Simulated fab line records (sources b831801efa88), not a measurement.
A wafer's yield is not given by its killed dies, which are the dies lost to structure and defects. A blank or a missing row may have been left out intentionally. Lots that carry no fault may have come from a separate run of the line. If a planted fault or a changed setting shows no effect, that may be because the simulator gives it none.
fab line records	flow sky130	part 2 of 2: steps 25 to 31 of 31
record lots=5	wafers=15	last-day=50
route steps=708 shown LDD_LDN@290 SPACER@304 POLY_CUT@307 SD_P@320
lots that met no fault: from a run of the same line without faults
start-h: start of the lot's first displayed wafer, in hours after the record's first day	wait-h: hours elapsed since this lot's preceding step	" unchanged from the row above	L1.1+2: a row that stands for several wafers	- either no value or no given start	* or withheld: withheld	< > ~ a bound
route shown NAME@n: NAME is a module with steps in the file, n the number in the route of the first one	usual: mean and standard deviation over wafers with no fault	same: alike in all rows	chamber/n: place in a boat	sites: each site's reading	_std_site: the values' standard deviation	_edge_site: inner sites' mean taken away from outer sites' mean	radius-mm: for every site, how far away it sits from the centre of the wafer	mask NAME#n: copy n	behind: the last tool/chamber to shape the wafer	hold: reason for holding the lot/hours on hold/outcome of the hold	device: the transistor (n, p or np) that didn't switch	end of line: tests run on the same wafers once the route is complete	for a step that has no rows: nothing shown but its recipe	killed: dies that structure and defects cost at the first sort, which is not the same as the wafer's yield	map: dies across one wafer; x = killed, . = not, _ = none there
set.NAME: the setting the step ran with; set.NAME@STEP: the setting that earlier step ran with	model.NAME: the simulator's own value behind a step, which no gauge read
certain route steps with their lots: each step a table, each wafer a row
services: the hour from which a tool's chamber was out of use, counted from the record's first day as start-h (under 0 if before that day), plus the number of hours and why
## steps
# step SKY_POLY_CUT_DEVELOP_07
# recipe develop-time-s=60	resist=KrF-thick	dev-temp-c=21
# usual chill-plate-temp-C=22.99/0.092
lot.wafer	tool	chamber	start-h	wait-h	chill-plate-temp-C
L074.1	litho-track-02	0	-	-	23.05
L074.2	"	0	"	"	23.00
L074.3	"	0	"	"	23.01
L076.2	litho-track-04	0	-	-	22.89
L076.3	"	0	"	"	22.98
L076.6	"	0	"	"	23.08
L078.1	litho-track-04	0	-	-	22.89
L078.3	"	0	"	"	22.95
L078.5	"	0	"	"	23.08
L094.1	litho-track-04	0	-	-	22.79
L094.5	"	0	"	"	22.89
L094.6	"	0	"	"	22.90
L096.2	litho-track-03	0	-	-	23.02
L096.3	"	0	"	"	22.91
L096.5	"	0	"	"	22.97
# step SKY_POLY_CUT_CD_MEAS_08
# recipe target-cd-nm=270
# usual cd-nm=270.4/1.5
lot.wafer	tool	chamber	start-h	wait-h	cd-nm
L074.1	cd-sem-02	-	557.81	-	270.3
L074.2	"	-	"	"	271.4
L074.3	"	-	"	"	270.7
L076.2	cd-sem-01	-	571.37	-	269.3
L076.3	"	-	"	"	267.6
L076.6	"	-	"	"	268.7
L078.1	cd-sem-02	-	591.10	-	271.0
L078.3	"	-	"	"	271.2
L078.5	"	-	"	"	269.9
L094.1	cd-sem-01	-	726.30	-	271.3
L094.5	"	-	"	"	271.2
L094.6	"	-	"	"	270.8
L096.2	cd-sem-02	-	739.49	-	271.6
L096.3	"	-	"	"	270.7
L096.5	"	-	"	"	271.7
# step SKY_POLY_CUT_OVL_MEAS_09
# usual POLY_CUT_OVL=0/5.4
lot.wafer	tool	chamber	start-h	wait-h	POLY_CUT_OVL[nm]
L074.1	overlay-02	-	557.93	0.1	3
L074.2	"	-	"	"	1
L074.3	"	-	"	"	6
L076.2	overlay-01	-	571.48	0.1	-8
L076.3	"	-	"	"	-9
L076.6	"	-	"	"	-3
L078.1	overlay-01	-	591.22	0.1	-3
L078.3	"	-	"	"	-4
L078.5	"	-	"	"	-7
L094.1	overlay-02	-	726.42	0.1	2
L094.5	"	-	"	"	4
L094.6	"	-	"	"	5
L096.2	overlay-02	-	739.59	0.1	-12
L096.3	"	-	"	"	-6
L096.5	"	-	"	"	-4
# step SKY_POLY_CUT_ETCH_10
# recipe chemistry=N2/H2	target=BARC	ion-energy-ev=200	source-w=500	bias-w=100	pressure-mtorr=30	n2-flow-sccm=100	h2-flow-sccm=200	stop-on=SiO2	time-s=45.9	target-depth-a=600
# usual bias-w=100.03/0.29	drypump-motor-current-A=5.7/0.5	oes-product-au=0.855/0.0052	throttle-valve-pct=13.224/0.0089
lot.wafer	tool	chamber	start-h	wait-h	bias-w	drypump-motor-current-A	oes-product-au	rf-hours-counter-h	throttle-valve-pct
L074.1	rie-diel-02	2	557.97	0.0	100.72	6.5	0.855	36	13.224
L074.2	"	3	"	"	99.97	5.2	0.851	67	13.231
L074.3	"	0	"	"	100.43	5.5	0.848	75	13.216
L076.2	rie-diel-02	3	571.51	0.0	100.23	5.2	0.854	67	13.224
L076.3	"	2	"	"	99.83	6.5	0.854	36	13.226
L076.6	"	1	"	"	100.40	5.6	0.858	-	13.228
L078.1	rie-diel-03	3	591.26	0.0	100.33	5.2	0.854	66	13.229
L078.3	"	0	"	"	99.89	5.4	0.854	-	13.221
L078.5	"	0	"	"	99.67	5.3	0.860	-	13.220
L094.1	rie-diel-04	0	726.46	0.0	99.28	5.5	0.849	11	13.226
L094.5	"	1	"	"	99.64	5.1	0.850	-	13.237
L094.6	"	0	"	"	99.08	5.5	0.855	-	13.220
L096.2	rie-diel-04	0	739.62	0.0	99.73	5.5	0.851	11	13.232
L096.3	"	1	"	"	100.21	5.1	0.856	12	13.236
L096.5	"	2	"	"	99.92	5.6	0.849	-	13.228
# step SKY_POLY_CUT_ETCH_11
# recipe target=Si3N4	chemistry=CF4/CH2F2/Ar	stop-on=poly-Si	source-w=600	bias-w=150	pressure-mtorr=40	cf4-flow-sccm=40	ch2f2-flow-sccm=20	Ar_flow_sccm=150	time-s=42.5	target-depth-a=600
# usual bias-w=150.1/0.45	drypump-motor-current-A=5.7/0.49	oes-product-au=0.829/0.0063	throttle-valve-pct=14.994/0.0095
lot.wafer	tool	chamber	start-h	wait-h	bias-w	drypump-motor-current-A	oes-product-au	rf-hours-counter-h	throttle-valve-pct
L074.1	rie-diel-02	2	558.01	0.0	150.6	6.5	0.830	36	15.004
L074.2	"	3	"	"	150.7	5.2	0.839	67	14.998
L074.3	"	0	"	"	149.6	5.4	0.835	75	15.002
L076.2	rie-diel-02	3	571.55	0.0	149.9	5.2	0.844	67	14.984
L076.3	"	2	"	"	149.7	6.5	0.834	36	15.007
L076.6	"	1	"	"	149.6	5.6	0.833	-	14.992
L078.1	rie-diel-03	3	591.32	0.0	149.6	5.2	0.834	66	15.002
L078.3	"	0	"	"	150.5	5.3	0.845	-	15.010
L078.5	"	0	"	"	150.6	5.3	0.845	-	14.981
L094.1	rie-diel-04	0	726.50	0.0	149.9	5.5	0.827	11	14.991
L094.5	"	1	"	"	150.0	5.1	0.822	-	14.991
L094.6	"	0	"	"	150.3	5.5	0.821	-	14.989
L096.2	rie-diel-04	0	739.67	0.0	149.5	5.5	0.835	11	14.999
L096.3	"	1	"	"	149.6	5.2	0.824	12	14.981
L096.5	"	2	"	"	150.0	5.6	0.825	-	14.998
# step SKY_POLY_CUT_STRIP_12
# recipe chemistry=O2/N2	power-w=1400	pressure-mtorr=1500	platen-temp-c=withheld	o2-flow-sccm=3000	n2-flow-sccm=300	overash-fraction=0.5
# usual drypump-motor-current-A=5.5/0.34	oes-product-au=0.452/0.0047	strip-time-to-endpoint-s=5.359/0.019
# same overash-fraction=0.5
lot.wafer	tool	chamber	start-h	wait-h	drypump-motor-current-A	oes-product-au	rf-hours-counter-h	strip-time-to-endpoint-s
L074.1	plasma-asher-03	0	558.05	0.0	5.5	0.448	13	5.348
L074.2	"	1	"	"	5.6	0.452	13	5.365
L074.3	"	0	"	"	5.5	0.453	-	5.347
L076.2	plasma-asher-02	1	571.59	0.0	4.7	0.447	66	5.374
L076.3	"	1	"	"	4.7	0.447	-	5.374
L076.6	"	1	"	"	4.7	0.456	-	5.350
L078.1	plasma-asher-02	0	591.38	0.0	5.8	0.454	68	5.379
L078.3	"	0	"	"	5.8	0.451	-	5.373
L078.5	"	1	"	"	4.7	0.448	-	5.346
L094.1	plasma-asher-02	0	726.54	0.0	5.8	0.455	84	5.335
L094.5	"	1	"	"	4.8	0.452	-	5.370
L094.6	"	0	"	"	5.8	0.455	-	5.340
L096.2	plasma-asher-02	0	739.71	0.0	5.8	0.451	86	5.380
L096.3	"	1	"	"	4.7	0.451	-	5.379
L096.5	"	0	"	"	5.8	0.452	-	5.378
# step SKY_SD_P_DEHYDRATE_00
# recipe temp-c=200	time-s=60
# usual chill-plate-temp-C=23.02/0.11
lot.wafer	tool	chamber	start-h	wait-h	chill-plate-temp-C
L074.1	litho-track-04	0	572.60	14.5	23.16
L074.2	"	0	"	"	23.22
L074.3	"	0	"	"	22.98
L076.2	litho-track-02	0	586.44	14.8	22.99
L076.3	"	0	"	"	23.04
L076.6	"	0	"	"	22.95
L078.1	litho-track-04	0	605.30	13.9	22.89
L078.3	"	0	"	"	22.98
L078.5	"	0	"	"	22.94
L094.1	litho-track-04	0	739.80	13.2	22.97
L094.5	"	0	"	"	23.22
L094.6	"	0	"	"	22.94
L096.2	litho-track-01	0	752.91	13.2	23.09
L096.3	"	0	"	"	23.03
L096.5	"	0	"	"	23.09
## services
tool	chamber	start-h	hours	kind
iline-stepper-01	-	487.46	15.5	repair
implanter-03	-	494.57	3.1	pm
rie-diel-02	1	497.76	4.3	repair
wet-bench-04	-	508.33	1.9	pm
rie-diel-02	0	514.18	7.2	repair
iline-stepper-01	-	519.28	1.7	pm
wet-bench-04	-	537.27	0.9	repair
implanter-04	-	552.11	1.3	repair
rie-diel-02	0	568.14	16.9	repair
rie-diel-03	2	568.34	4.2	repair
implanter-03	-	579.24	3.1	pm
rie-diel-03	2	583.56	11.2	repair
rie-diel-03	1	588.55	6.7	repair
rie-diel-03	2	598.28	2.5	repair
rie-diel-02	3	627.52	18.7	repair
rie-diel-04	2	629.91	4.8	repair
iline-stepper-01	-	633.09	0.8	repair
rie-diel-02	1	636.62	9.4	repair
implanter-04	-	636.91	2.9	repair
rie-diel-04	1	646.07	7.2	repair
iline-stepper-01	-	650.54	5.6	repair
implanter-03	-	655.95	3.8	repair
rie-diel-02	0	699.32	7.2	repair
implanter-03	-	732.07	2.4	repair
